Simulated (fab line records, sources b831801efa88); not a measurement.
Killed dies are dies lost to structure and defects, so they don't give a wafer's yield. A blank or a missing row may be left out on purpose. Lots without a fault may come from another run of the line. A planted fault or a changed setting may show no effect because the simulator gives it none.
Which tool did it? | flow sky130 | 15 lots, 43 wafers sampled, at 4 steps of a route of 708

WHAT THE GAUGES READ, wafer by wafer
SKY_POLY_CUT_CD_MEAS_08: target cd 270 nm.
lot  | measured     | on        | cd_nm (nm)
L117 | day 25 13:13 | cd_sem-01 | 271.1 270.5 271.1
L116 | day 25 16:04 | cd_sem-01 | 269.8 269.3 269.2
L119 | day 26 06:16 | cd_sem-02 | 267.6 269.8 269.3
L120 | day 26 12:24 | cd_sem-01 | 269.7 269.2 270.1
L121 | day 26 18:53 | cd_sem-02 | - - -
L122 | day 27 07:52 | cd_sem-01 | - - -
L124 | day 27 20:04 | cd_sem-01 | - - -
L123 | day 27 20:25 | cd_sem-02 | 267.0 268.4
L128 | day 29 14:19 | cd_sem-02 | 269.0 270.6 268.2
L131 | day 30 00:43 | cd_sem-02 | 269.4 268.6 269.8
L134 | day 31 09:31 | cd_sem-01 | 271.6 270.4 271.0
L135 | day 31 16:12 | cd_sem-01 | 270.4 270.7 269.2
L136 | day 31 20:02 | cd_sem-01 | 269.5 269.2 269.4
L137 | day 31 23:49 | cd_sem-01 | 269.7 269.5 269.2
L138 | day 32 02:11 | cd_sem-02 | 266.0 265.6

SKY_SD_P_CD_MEAS_07: target cd 380 nm.
lot  | measured     | on        | cd_nm (nm)
L117 | day 26 17:50 | cd_sem-01 | 378.8 378.8 377.7
L116 | day 26 21:16 | cd_sem-02 | 379.9 381.9 382.6
L119 | day 27 11:16 | cd_sem-02 | 376.2 377.0 378.0
L120 | day 27 17:08 | cd_sem-01 | 384.4 385.8 381.9
L123 | day 28 23:56 | cd_sem-01 | 381.8 380.5
L128 | day 30 17:41 | cd_sem-02 | 379.2 375.6 375.8
L131 | day 31 03:09 | cd_sem-01 | 378.8 380.8 379.5
L134 | day 32 12:42 | cd_sem-01 | 383.1 379.9 378.9
L135 | day 32 19:07 | cd_sem-02 | 379.8 378.4 378.5
L136 | day 32 23:02 | cd_sem-01 | 381.7 376.9 377.0
L137 | day 33 02:47 | cd_sem-01 | 380.3 377.6 377.2
L138 | day 33 05:25 | cd_sem-01 | 377.7 380.1

WHICH TOOL RAN EACH LOT (tool, then ch and the chambers of the sampled wafers, then the start)
lot  | SKY_LDD_HVP_STRIP_09                 | SKY_POLY_CUT_DEVELOP_07
L117 | plasma_asher-01 ch 0,1, day 22 23:23 | litho_track-03 ch 0, day 25 13:00
L116 | plasma_asher-04 ch 0,1, day 23 02:42 | litho_track-02 ch 0, day 25 15:00
L119 | plasma_asher-01 ch 0,1, day 23 15:57 | litho_track-04 ch 0, day 26 06:00
L120 | plasma_asher-01 ch 0,1, day 23 22:41 | litho_track-02 ch 0, day 26 12:00
L121 | plasma_asher-04 ch 0,1, day 24 06:55 | litho_track-03, day 26 18:00
L122 | plasma_asher-01 ch 0,1, day 24 20:11 | litho_track-03, day 27 07:00
L124 | plasma_asher-04 ch 0,1, day 25 08:42 | litho_track-03, day 27 19:00
L123 | plasma_asher-01 ch 0,1, day 25 09:46 | litho_track-03 ch 0, day 27 20:00
L128 | plasma_asher-01 ch 0,1, day 27 03:48 | litho_track-03 ch 0, day 29 14:00
L131 | plasma_asher-04 ch 0,1, day 27 16:11 | litho_track-03 ch 0, day 30 00:00
L134 | plasma_asher-04 ch 0,1, day 29 01:17 | litho_track-02 ch 0, day 31 09:00
L135 | plasma_asher-01 ch 1, day 29 05:29   | litho_track-04 ch 0, day 31 16:00
L136 | plasma_asher-04 ch 0,1, day 29 08:35 | litho_track-04 ch 0, day 31 19:00
L137 | plasma_asher-01 ch 0,1, day 29 16:28 | litho_track-03 ch 0, day 31 23:00
L138 | plasma_asher-01 ch 0, day 29 17:35   | litho_track-02 ch 0, day 32 02:00
- SKY_LDD_HVP_STRIP_09: strips in O2/N2.
- SKY_POLY_CUT_DEVELOP_07: develop time 60 s.

WHAT THE TOOLS THEMSELVES READ (means of the sampled wafers that have a number; where no wafer has one, the mark that the record gives instead)
SKY_LDD_HVP_STRIP_09.
lot  | tool            | drypump_motor_current_A (A) | oes_product_au (a.u.) | strip_time_to_endpoint_s (s)
L117 | plasma_asher-01 | 5.6                         | 0.405                 | 4.131
L116 | plasma_asher-04 | 5.9                         | 0.404                 | 4.134
L119 | plasma_asher-01 | 5.9                         | 0.406                 | 4.136
L120 | plasma_asher-01 | 5.6                         | 0.407                 | 4.150
L121 | plasma_asher-04 | 6.0                         | 0.407                 | 4.125
L122 | plasma_asher-01 | 5.9                         | 0.410                 | 4.127
L124 | plasma_asher-04 | 5.9                         | 0.409                 | 4.136
L123 | plasma_asher-01 | 5.8                         | 0.408                 | 4.135
L128 | plasma_asher-01 | 5.8                         | 0.407                 | 4.130
L131 | plasma_asher-04 | 5.5                         | 0.410                 | 4.156
L134 | plasma_asher-04 | 5.5                         | 0.408                 | 4.133
L135 | plasma_asher-01 | 6.1                         | 0.405                 | 4.138
L136 | plasma_asher-04 | 5.9                         | 0.414                 | 4.153
L137 | plasma_asher-01 | 5.9                         | 0.413                 | 4.151
L138 | plasma_asher-01 | 5.4                         | 0.404                 | 4.145

SKY_POLY_CUT_DEVELOP_07.
lot  | tool           | chill_plate_temp_C (C)
L117 | litho_track-03 | 23.06
L116 | litho_track-02 | 23.04
L119 | litho_track-04 | 22.93
L120 | litho_track-02 | 23.03
L121 | litho_track-03 | -
L122 | litho_track-03 | -
L124 | litho_track-03 | -
L123 | litho_track-03 | 23.09
L128 | litho_track-03 | 22.82
L131 | litho_track-03 | 23.00
L134 | litho_track-02 | 22.90
L135 | litho_track-04 | 23.09
L136 | litho_track-04 | 23.09
L137 | litho_track-03 | 22.93
L138 | litho_track-02 | 22.96

THE ANSWER, worked out from the rows above alone
Rule: what is usual is taken from the lots themselves. Put in order of their means at a reading, lots are off if they are a third of the lots or fewer, leave a main group of 4 or more, and stand apart from it by a gap of 3 or more times the standard deviation of the main group's means; of several such gaps the widest counts. A main group whose means are all the same, to the digits that the tables above print for the reading, isn't used. A lot without any number at a reading at which 4 lots or more have one is off too. The other lots that the step has rows for count as sound. The gauges are gone through in route order, then the tools' own readings, and for those a lot's mean is taken as printed above. The first step at which some lot is off is used, and at that step the reading that is off furthest; a lot without a number counts as furthest.
Off: L121, L122, L124, at SKY_POLY_CUT_CD_MEAS_08 (cd_nm). Without a number there: L121, L122, L124. The main group: mean 269.2 nm, standard deviation 1.3.
A tool fits if, at a process step before that reading, it ran every lot that is off, and no sound lot after the first of them. The gauges at SKY_POLY_CUT_CD_MEAS_08 aren't tried: what is off there is off at SKY_POLY_CUT_DEVELOP_07 too, on other tools, and a gauge's error can't cause that. None of those tried fits.

WHAT THE SIMULATOR HAD PUT IN
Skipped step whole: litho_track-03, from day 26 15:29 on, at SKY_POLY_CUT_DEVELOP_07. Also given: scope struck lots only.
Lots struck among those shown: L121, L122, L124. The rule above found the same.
